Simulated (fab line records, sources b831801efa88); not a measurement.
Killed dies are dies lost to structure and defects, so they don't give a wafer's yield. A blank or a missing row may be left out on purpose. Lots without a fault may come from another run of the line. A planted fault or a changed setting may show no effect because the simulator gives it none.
fab line records | flow sky130 | part 1 of 2: steps 1 to 29 of 40
record lots=5 wafers=15 last_day=49
route steps=708 shown METAL3@572 VIA3@573 METAL4@598 CAP2M@603
lots that met no fault: from a run of the same line without faults
start_h: hours from the record's first day to the start of the lot's first wafer shown | wait_h: hours since the lot's step before | " the same as in the row above | L1.1+2: a row that stands for several wafers | - no value, or no start given | * or withheld: withheld | < > ~ a bound
route shown NAME@n: a module of which the file shows steps, and the number in the route of the first | usual: mean/standard deviation of fault-free wafers | same: alike in all rows | chamber/n: place in a boat | sites: the reading at each site | _std_site: their standard deviation | _edge_site: outer sites' mean less inner sites' | radius_mm: how far each site lies from the wafer's centre | mask NAME#n: copy n | behind: the tool/chamber that last shaped the wafer | hold: why the lot was held/for how many hours/how that ended | device: the transistor (n, p or np) that didn't switch | end of line: the same wafers' tests at the end of the route | a step without rows: its recipe alone | killed: dies lost to structure and defects at the first sort, not the wafer's yield | map: a wafer's dies, x killed, . not, _ none there
set.NAME: the setting as run; set.NAME@STEP: as run at that earlier step | model.NAME: the simulator's own value behind a step, which no gauge read
lots at some steps of the route; a table a step, a row a wafer
services: from which hour (start_h, from the record's first day; less than 0 if before it) a tool's chamber was out of use, for how many hours, and why
## steps
# step SKY_METAL3_CLEAN_22
# recipe chemistry=O3/DIW dry=n2_spin
# columns lot.wafer tool chamber start_h wait_h
L081.1+2+3 wet_bench-04 3 962.52 0.0
L085.1+4+5 wet_bench-02 2 978.04 0.0
L086.1+4+5 wet_bench-02 1 986.55 0.0
L087.2+4+6 wet_bench-02 1 1009.89 0.0
L092.1+5+6 wet_bench-01 3 1030.38 0.0
# step SKY_VIA3_HDPCVD_00
# recipe material=SiO2 target_thk_nm=1635 sigma_open_frac=0.3 time_s=272.5 temp_c=400 sih4_flow_sccm=60 pressure_mtorr=6
# same time_s=272.5
# columns lot.wafer tool chamber start_h wait_h
L081.1+2+3 hdpcvd-02 0,2,0 962.62 0.0
L085.1+4+5 hdpcvd-02 2,1,2 978.15 0.0
L086.1+4+5 hdpcvd-02 0,2,0 986.65 0.0
L087.2+4+6 hdpcvd-01 2,0,2 1009.99 0.0
L092.1+5+6 hdpcvd-01 0,1,2 1030.47 0.0
# step SKY_VIA3_THK_MEAS_01
# recipe reads=SiO2_of_VIA3_HDPCVD_00
# usual VIA3_HDPCVD_THK=1642/19
# columns lot.wafer tool chamber start_h wait_h VIA3_HDPCVD_THK[nm]
L081.1 film_metro-03 - 962.88 0.2 1631
L081.2 " - " " 1608
L081.3 " - " " 1635
L085.1 film_metro-02 - 978.32 0.1 1627
L085.4 " - " " 1670
L085.5 " - " " 1625
L086.1 film_metro-02 - 986.82 0.1 1637
L086.4 " - " " 1642
L086.5 " - " " 1628
L087.2 film_metro-02 - 1010.16 0.1 1658
L087.4 " - " " 1649
L087.6 " - " " 1633
L092.1 film_metro-01 - 1030.64 0.1 1655
L092.5 " - " " 1610
L092.6 " - " " 1642
# step SKY_VIA3_CMP_02
# recipe material=SiO2 down_force_psi=4 platen_rpm=60 pad_velocity_m_s=0.94248
# usual motor_current_A=12.5/1.4 slurry_filter_dp_kPa=13.51/0.13
# columns lot.wafer tool chamber start_h wait_h motor_current_A slurry_filter_dp_kPa
L081.3 cmp-02 3 962.94 0.0 10.9 13.37
L081.2 " 0 " " 14.7 13.39
L081.1 " 2 " " 10.7 13.56
L085.1 cmp-01 3 978.38 0.1 15.7 13.44
L085.4 " 1 " " 10.9 13.54
L085.5 " 3 " " 14.6 13.58
L086.4 cmp-02 1 986.98 0.1 11.7 13.40
L086.1 " 2 " " 11.6 13.78
L086.5 " 0 " " 14.3 13.69
L087.4 cmp-01 0 1010.21 0.0 11.6 13.55
L087.2 " 3 " " 15.1 13.66
L087.6 " 1 " " 10.9 13.29
L092.1 cmp-02 0 1030.85 0.2 15.5 13.79
L092.5 " 1 " " 12.3 13.41
L092.6 " 2 " " 11.4 13.37
# step SKY_VIA3_BOW_MEAS_03
# recipe mode=bow
# usual VIA3_BOW=81/7.7
# columns lot.wafer tool chamber start_h wait_h VIA3_BOW[um]
L081.1 film_metro-02 - 963.24 0.1 71
L081.2 " - " " 69
L081.3 " - " " 64
L085.1 film_metro-02 - 978.68 0.2 75
L085.4 " - " " 75
L085.5 " - " " 82
L086.1 film_metro-02 - 987.18 0.1 77
L086.4 " - " " 82
L086.5 " - " " 86
L087.2 film_metro-02 - 1010.53 0.1 77
L087.4 " - " " 74
L087.6 " - " " 67
L092.1 film_metro-03 - 1031.00 0.1 93
L092.5 " - " " 88
L092.6 " - " " 90
# step SKY_VIA3_DEHYDRATE_04
# recipe temp_c=200 time_s=60
# same time_s=60
# columns lot.wafer tool chamber start_h wait_h
L081.1+2+3 litho_track-03 0 974.91 11.7
L085.1+4+5 litho_track-02 0 989.97 11.3
L086.1+4+5 litho_track-02 0 998.27 11.1
L087.2+4+6 litho_track-01 0 1021.29 10.7
L092.1+5+6 litho_track-01 0 1041.52 10.5
# step SKY_VIA3_HMDS_05
# recipe prime_time_s=60 prime_temp_c=120
# columns lot.wafer tool chamber start_h wait_h
L081.1+2+3 litho_track-03 0 975.06 0.1
L085.1+4+5 litho_track-02 0 990.12 0.1
L086.1+4+5 litho_track-02 0 998.42 0.1
L087.2+4+6 litho_track-01 0 1021.44 0.1
L092.1+5+6 litho_track-01 0 1041.67 0.1
# step SKY_VIA3_COAT_06
# recipe resist=BARC temp_c=withheld time_s=withheld spin_rpm=3000 resist_thk_nm=60
# columns lot.wafer tool chamber start_h wait_h
L081.1+2+3 litho_track-03 0 975.21 0.1
L085.1+4+5 litho_track-02 0 990.27 0.1
L086.1+4+5 litho_track-02 0 998.57 0.1
L087.2+4+6 litho_track-01 0 1021.59 0.1
L092.1+5+6 litho_track-01 0 1041.82 0.1
# step SKY_VIA3_COAT_07
# recipe resist=KrF-thick spin_rpm=3000 resist_thk_nm=450
# columns lot.wafer tool chamber start_h wait_h
L081.1+2+3 litho_track-03 0 - -
L085.1+4+5 litho_track-02 0 - -
L086.1+4+5 litho_track-02 0 - -
L087.2+4+6 litho_track-01 0 - -
L092.1+5+6 litho_track-01 0 - -
# step SKY_VIA3_SOFTBAKE_08
# recipe temp_c=100 time_s=90 resist=KrF-thick
# same time_s=90
# columns lot.wafer tool chamber start_h wait_h
L081.1+2+3 litho_track-03 0 - -
L085.1+4+5 litho_track-02 0 - -
L086.1+4+5 litho_track-02 0 - -
L087.2+4+6 litho_track-01 0 - -
L092.1+5+6 litho_track-01 0 - -
# step SKY_VIA3_EXPOSE_09
# recipe mask_id=VIM3 na=0.8 source_shape=annular sigma_inner=0.55 sigma_outer=0.85 target_cd_nm=200 dose_mj=38
# columns lot.wafer tool chamber start_h wait_h mask
L081.1+2+3 krf_scanner-01 0 - - VIM3#0
L085.1+4+5 krf_scanner-02 0 - - VIM3#0
L086.1+4+5 krf_scanner-02 0 - - VIM3#0
L087.2+4+6 krf_scanner-02 0 - - VIM3#0
L092.1+5+6 krf_scanner-02 0 - - VIM3#0
# step SKY_VIA3_PEB_10
# recipe peb_temp_c=withheld peb_time_s=withheld resist=KrF-thick
# columns lot.wafer tool chamber start_h wait_h
L081.1+2+3 litho_track-03 0 - -
L085.1+4+5 litho_track-02 0 - -
L086.1+4+5 litho_track-01 0 - -
L087.2+4+6 litho_track-03 0 - -
L092.1+5+6 litho_track-01 0 - -
# step SKY_VIA3_DEVELOP_11
# recipe develop_time_s=60 resist=KrF-thick dev_temp_c=21
# columns lot.wafer tool chamber start_h wait_h
L081.1+2+3 litho_track-03 0 - -
L085.1+4+5 litho_track-02 0 - -
L086.1+4+5 litho_track-01 0 - -
L087.2+4+6 litho_track-03 0 - -
L092.1+5+6 litho_track-01 0 - -
# step SKY_VIA3_CD_MEAS_12
# recipe target_cd_nm=200
# usual cd_nm=200.2/1.4
# columns lot.wafer tool chamber start_h wait_h cd_nm
L081.1 cd_sem-01 - 986.91 - 201.0
L081.2 " - " " 203.1
L081.3 " - " " 202.1
L085.1 cd_sem-02 - 1002.02 - 200.3
L085.4 " - " " 200.2
L085.5 " - " " 200.3
L086.1 cd_sem-02 - 1010.42 - 198.4
L086.4 " - " " 199.0
L086.5 " - " " 198.3
L087.2 cd_sem-02 - 1032.48 - 201.5
L087.4 " - " " 201.0
L087.6 " - " " 200.3
L092.1 cd_sem-01 - 1052.97 - 201.3
L092.5 " - " " 201.1
L092.6 " - " " 202.2
# step SKY_VIA3_OVL_MEAS_13
# usual VIA3_OVL=-2/4.3
# columns lot.wafer tool chamber start_h wait_h VIA3_OVL[nm]
L081.1 overlay-02 - 987.03 0.1 -9
L081.2 " - " " -2
L081.3 " - " " -6
L085.1 overlay-02 - 1002.14 0.1 -4
L085.4 " - " " 4
L085.5 " - " " -6
L086.1 overlay-01 - 1010.54 0.1 2
L086.4 " - " " -1
L086.5 " - " " -2
L087.2 overlay-02 - 1032.59 0.1 5
L087.4 " - " " -9
L087.6 " - " " -1
L092.1 overlay-02 - 1053.09 0.1 -3
L092.5 " - " " -5
L092.6 " - " " 1
# step SKY_VIA3_ETCH_14
# recipe chemistry=N2/H2 target=BARC ion_energy_ev=200 source_w=500 bias_w=100 pressure_mtorr=30 n2_flow_sccm=100 h2_flow_sccm=200 stop_on=SiO2 time_s=45.9 target_depth_a=600
# usual drypump_motor_current_A=5.9/0.42 oes_product_au=0.855/0.0045 throttle_valve_pct=13.224/0.01
# same time_s=45.9
# columns lot.wafer tool chamber start_h wait_h drypump_motor_current_A oes_product_au rf_hours_counter_h throttle_valve_pct
L081.1 rie_diel-04 2 987.07 0.0 6.7 0.859 5 13.215
L081.2 " 3 " " 5.8 0.862 16 13.234
L081.3 " 1 " " 5.7 0.852 9 13.225
L085.1 rie_diel-02 3 1002.18 0.0 5.7 0.852 7 13.223
L085.4 " 1 " " 5.2 0.858 12 13.219
L085.5 " 3 " " 5.8 0.856 - 13.226
L086.1 rie_diel-04 1 1010.57 0.0 5.7 0.851 10 13.223
L086.4 " 2 " " 6.7 0.852 6 13.231
L086.5 " 3 " " 5.8 0.858 - 13.223
L087.2 rie_diel-04 1 1032.62 0.0 5.7 0.860 10 13.222
L087.4 " 0 " " 5.7 0.852 20 13.218
L087.6 " 0 " " 5.7 0.854 - 13.220
L092.1 rie_diel-02 2 1053.12 0.0 6.5 0.851 4 13.241
L092.5 " 1 " " 5.2 0.860 - 13.244
L092.6 " 0 " " 6.0 0.855 - 13.220
# step SKY_VIA3_ETCH_15
# recipe target=SiO2 chemistry=C4F8/O2/Ar target_depth_nm=507 stop_on=TiN mask_material=KrF-thick source_w=1500 bias_w=1200 pressure_mtorr=40 c4f8_flow_sccm=withheld O2_flow_sccm=6 Ar_flow_sccm=300 time_s=78
# usual oes_product_au=0.946/0.0045
# same time_s=78
# columns lot.wafer tool chamber start_h wait_h oes_product_au rf_hours_counter_h
L081.1 rie_diel-04 2 987.11 0.0 0.948 5
L081.2 " 3 " " 0.947 16
L081.3 " 1 " " 0.954 9
L085.1 rie_diel-02 3 1002.22 0.0 0.940 7
L085.4 " 1 " " 0.953 12
L085.5 " 3 " " 0.946 -
L086.1 rie_diel-04 1 1010.61 0.0 0.941 10
L086.4 " 2 " " 0.948 6
L086.5 " 3 " " 0.944 -
L087.2 rie_diel-04 1 1032.66 0.0 0.943 10
L087.4 " 0 " " 0.948 20
L087.6 " 0 " " 0.940 -
L092.1 rie_diel-02 2 1053.16 0.0 0.951 4
L092.5 " 1 " " 0.939 -
L092.6 " 0 " " 0.950 -
# step SKY_VIA3_STRIP_16
# recipe chemistry=O2/N2 power_w=1400 pressure_mtorr=1500 platen_temp_c=withheld o2_flow_sccm=3000 n2_flow_sccm=300 overash_fraction=0.5
# usual drypump_motor_current_A=5.9/0.6 oes_product_au=0.403/0.0044 strip_time_to_endpoint_s=4.152/0.023
# columns lot.wafer tool chamber start_h wait_h drypump_motor_current_A oes_product_au rf_hours_counter_h strip_time_to_endpoint_s
L081.1 plasma_asher-03 1 987.17 0.0 6.0 0.394 24 4.141
L081.2 " 0 " " 4.9 0.408 24 4.177
L081.3 " 0 " " 4.9 0.401 - 4.151
L085.1 plasma_asher-03 1 1002.28 0.0 6.0 0.406 26 4.198
L085.4 " 0 " " 4.9 0.412 - 4.187
L085.5 " 1 " " 6.0 0.397 - 4.184
L086.1 plasma_asher-04 1 1010.67 0.0 6.7 0.399 117 4.147
L086.4 " 0 " " 6.6 0.396 - 4.162
L086.5 " 1 " " 6.7 0.412 - 4.205
L087.2 plasma_asher-03 1 1032.72 0.0 6.0 0.401 29 4.160
L087.4 " 1 " " 6.0 0.402 - 4.175
L087.6 " 1 " " 6.0 0.405 - 4.123
L092.1 plasma_asher-03 1 1053.22 0.0 5.9 0.400 31 4.098
L092.5 " 1 " " 6.0 0.401 - 4.117
L092.6 " 0 " " 5.0 0.403 - 4.115
# step SKY_VIA3_STRIP_17
# recipe chemistry=post_etch_residue_remover time_s=1200 temp_c=72.5
# same time_s=1200
# columns lot.wafer tool chamber start_h wait_h
L081.1+2+3 wet_bench-01 2 987.27 0.1
L085.1+4+5 wet_bench-01 3 1002.38 0.1
L086.1+4+5 wet_bench-02 1 1010.77 0.1
L087.2+4+6 wet_bench-01 2 1032.82 0.1
L092.1+5+6 wet_bench-01 2 1053.32 0.1
# step SKY_VIA3_CLEAN_18
# recipe chemistry=IPA time_s=180 temp_c=25
# same time_s=180
# columns lot.wafer tool chamber start_h wait_h
L081.1+2+3 wet_bench-03 3 987.61 0.0
L085.1+4+5 wet_bench-03 3 1002.75 0.0
L086.1+4+5 wet_bench-02 1 1011.15 0.0
L087.2+4+6 wet_bench-02 0 1033.16 0.0
L092.1+5+6 wet_bench-02 0 1053.70 0.0
# step SKY_VIA3_CLEAN_19
# recipe chemistry=O3/DIW dry=n2_spin
# columns lot.wafer tool chamber start_h wait_h
L081.1+2+3 wet_bench-01 1 987.68 0.0
L085.1+4+5 wet_bench-02 2 1002.82 0.0
L086.1+4+5 wet_bench-01 1 1011.21 0.0
L087.2+4+6 wet_bench-01 3 1033.23 0.0
L092.1+5+6 wet_bench-01 0 1053.77 0.0
# step SKY_VIA3_SPUTTER_20
# recipe material=TiN target_thk_nm=20 chamber_pressure_pa=5 power_w=4000 time_s=80
# usual cathode_dc_power_W=3999.9/0.66 throttle_valve_pct=29.9/0.78
# same time_s=80
# columns lot.wafer tool chamber start_h wait_h cathode_dc_power_W throttle_valve_pct
L081.1 pvd_sputter-02 - 987.77 0.0 3999.5 29.1
L081.2 " - " " 3999.8 30.7
L081.3 " - " " 4000.3 30.6
L085.1 pvd_sputter-03 - 1002.92 0.0 4000.9 30.6
L085.4 " - " " 3999.5 29.0
L085.5 " - " " 3999.6 30.7
L086.1 pvd_sputter-03 - 1011.30 0.0 3999.0 28.7
L086.4 " - " " 4000.1 29.1
L086.5 " - " " 4000.3 28.8
L087.2 pvd_sputter-04 - 1033.32 0.0 3999.4 30.4
L087.4 " - " " 3999.5 30.0
L087.6 " - " " 4001.1 30.1
L092.1 pvd_sputter-04 - 1053.87 0.0 3999.4 29.8
L092.5 " - " " 3999.4 29.5
L092.6 " - " " 4000.4 30.5
# step SKY_VIA3_CVD_21
# recipe material=W target_thk_nm=390 time_s=117.31 temp_c=400 pressure_torr=40
# usual heater_power_w=840/100
# same time_s=117.31
# columns lot.wafer tool chamber start_h wait_h heater_power_w
L081.1 cvd_w-02 0 987.83 0.0 715
L081.2 " 1 " " 963
L081.3 " 1 " " 942
L085.1 cvd_w-01 0 1002.98 0.0 866
L085.4 " 1 " " 776
L085.5 " 0 " " 879
L086.1 cvd_w-01 0 1011.36 0.0 883
L086.4 " 0 " " 873
L086.5 " 0 " " 880
L087.2 cvd_w-02 0 1033.38 0.0 734
L087.4 " 1 " " 946
L087.6 " 1 " " 950
L092.1 cvd_w-02 1 1053.93 0.0 985
L092.5 " 1 " " 969
L092.6 " 0 " " 716
# step SKY_VIA3_RS_MEAS_22
# recipe thk_meas_gauge=four-point-probe reads=W_of_VIA3_CVD_21+TiN_of_VIA3_SPUTTER_20
# usual VIA3_W_RS=0.2939/0.0028
# columns lot.wafer tool chamber start_h wait_h VIA3_W_RS[ohm/sq]
L081.1 film_metro-02 - 987.95 0.1 0.2914
L081.2 " - " " 0.2915
L081.3 " - " " 0.2970
L085.1 film_metro-01 - 1003.10 0.1 0.2906
L085.4 " - " " 0.2976
L085.5 " - " " 0.2931
L086.1 film_metro-03 - 1011.49 0.1 0.2915
L086.4 " - " " 0.2950
L086.5 " - " " 0.2909
L087.2 film_metro-01 - 1033.52 0.1 0.2925
L087.4 " - " " 0.2971
L087.6 " - " " 0.2930
L092.1 film_metro-01 - 1054.05 0.1 0.2950
L092.5 " - " " 0.2958
L092.6 " - " " 0.2941
# step SKY_VIA3_THK_MEAS_23
# recipe thk_meas_gauge=xrf reads=W_of_VIA3_CVD_21
# usual VIA3_W_THK=404/5.7
# columns lot.wafer tool chamber start_h wait_h VIA3_W_THK[nm]
L081.1 film_metro-02 - 988.07 0.1 414
L081.2 " - " " 409
L081.3 " - " " 404
L085.1 film_metro-01 - 1003.22 0.1 404
L085.4 " - " " 398
L085.5 " - " " 401
L086.1 film_metro-03 - 1011.61 0.1 407
L086.4 " - " " 406
L086.5 " - " " 406
L087.2 film_metro-01 - 1033.63 0.1 404
L087.4 " - " " 401
L087.6 " - " " 404
L092.1 film_metro-01 - 1054.17 0.1 402
L092.5 " - " " 405
L092.6 " - " " 404
# step SKY_VIA3_CMP_24
# recipe stop_on=SiO2 t_overpolish_s=20 down_force_psi=3.5 platen_rpm=60 target_thk_nm=0 pad_velocity_m_s=0.94248
# usual motor_current_A=11.6/1.3 overpolish_run_s=19.999/0.0082 slurry_filter_dp_kPa=13.49/0.13 time_to_endpoint_s=95/3.8
# columns lot.wafer tool chamber start_h wait_h motor_current_A overpolish_run_s slurry_filter_dp_kPa time_to_endpoint_s
L081.2 cmp-01 2 988.13 0.0 11.5 20.007 13.65 95
L081.3 " 3 " " 13.4 20.006 13.62 93
L081.1 " 1 " " 10.2 20.001 13.39 101
L085.4 cmp-01 0 1003.33 0.1 11.4 19.992 13.64 103
L085.1 " 1 " " 10.1 19.987 13.53 103
L085.5 " 0 " " 10.5 19.995 13.72 98
L086.4 cmp-02 0 1011.67 0.0 13.6 19.997 13.66 91
L086.1 " 2 " " 9.8 20.000 13.26 95
L086.5 " 1 " " 10.3 20.002 13.50 87
L087.4 cmp-02 3 1033.68 0.0 10.1 20.010 13.74 98
L087.2 " 2 " " 10.9 20.014 13.57 99
L087.6 " 3 " " 10.0 20.002 13.56 96
L092.1 cmp-01 3 1054.28 0.1 13.6 20.003 13.48 96
L092.5 " 2 " " 12.3 20.003 13.45 96
L092.6 " 3 " " 13.0 19.997 13.55 91
# step SKY_METAL4_SPUTTER_00
# recipe material=Ti target_thk_nm=15 power_w=3000 time_s=10 chamber_pressure_pa=0.4
# usual cathode_dc_power_W=3000.0/0.52 throttle_valve_pct=29.8/0.85
# same time_s=10
# columns lot.wafer tool chamber start_h wait_h cathode_dc_power_W throttle_valve_pct
L081.1 pvd_sputter-02 - 988.43 0.1 3001.5 30.7
L081.2 " - " " 2999.6 30.7
L081.3 " - " " 3000.1 28.8
L085.1 pvd_sputter-01 - 1003.58 0.1 2999.8 29.0
L085.4 " - " " 2999.7 29.8
L085.5 " - " " 2999.4 28.7
L086.1 pvd_sputter-02 - 1011.97 0.1 2999.8 29.3
L086.4 " - " " 3000.1 29.8
L086.5 " - " " 3000.8 29.9
L087.2 pvd_sputter-01 - 1033.98 0.1 2999.6 29.7
L087.4 " - " " 2999.8 30.2
L087.6 " - " " 2999.5 30.3
L092.1 pvd_sputter-03 - 1054.53 0.2 3000.0 31.0
L092.5 " - " " 2999.7 28.9
L092.6 " - " " 2999.8 30.9
# step SKY_METAL4_SPUTTER_01
# recipe material=TiN target_thk_nm=20 power_w=6500 time_s=16.7 chamber_pressure_pa=0.4
# usual cathode_dc_power_W=6499.9/1.3 throttle_valve_pct=29.8/0.86
# same time_s=16.7
# columns lot.wafer tool chamber start_h wait_h cathode_dc_power_W throttle_valve_pct
L081.1 pvd_sputter-02 - 988.45 0.0 6500.5 30.7
L081.2 " - " " 6499.9 30.4
L081.3 " - " " 6500.2 29.0
L085.1 pvd_sputter-01 - 1003.60 0.0 6500.9 29.3
L085.4 " - " " 6500.7 29.7
L085.5 " - " " 6500.0 28.8
L086.1 pvd_sputter-02 - 1011.99 0.0 6499.6 29.2
L086.4 " - " " 6499.1 29.8
L086.5 " - " " 6498.9 30.2
L087.2 pvd_sputter-01 - 1034.00 0.0 6498.4 29.8
L087.4 " - " " 6499.1 30.2
L087.6 " - " " 6498.4 30.1
L092.1 pvd_sputter-03 - 1054.55 0.0 6501.5 31.3
L092.5 " - " " 6496.7 29.0
L092.6 " - " " 6501.4 31.0
# step SKY_METAL4_SPUTTER_02
# recipe material=AlCu target_thk_nm=735 power_w=10600 time_s=39.1 chamber_pressure_pa=0.4
# usual cathode_dc_power_W=10600/1.9 throttle_valve_pct=29.8/0.83
# same time_s=39.1
# columns lot.wafer tool chamber start_h wait_h cathode_dc_power_W throttle_valve_pct
L081.1 pvd_sputter-02 - 988.48 0.0 10600 30.8
L081.2 " - " " 10601 30.7
L081.3 " - " " 10603 29.2
L085.1 pvd_sputter-01 - 1003.63 0.0 10605 29.1
L085.4 " - " " 10597 29.6
L085.5 " - " " 10595 28.9
L086.1 pvd_sputter-02 - 1012.01 0.0 10598 29.0
L086.4 " - " " 10602 29.8
L086.5 " - " " 10601 30.0
L087.2 pvd_sputter-01 - 1034.03 0.0 10599 29.7
L087.4 " - " " 10603 30.1
L087.6 " - " " 10601 30.1
L092.1 pvd_sputter-03 - 1054.58 0.0 10601 31.0
L092.5 " - " " 10599 29.1
L092.6 " - " " 10604 30.5
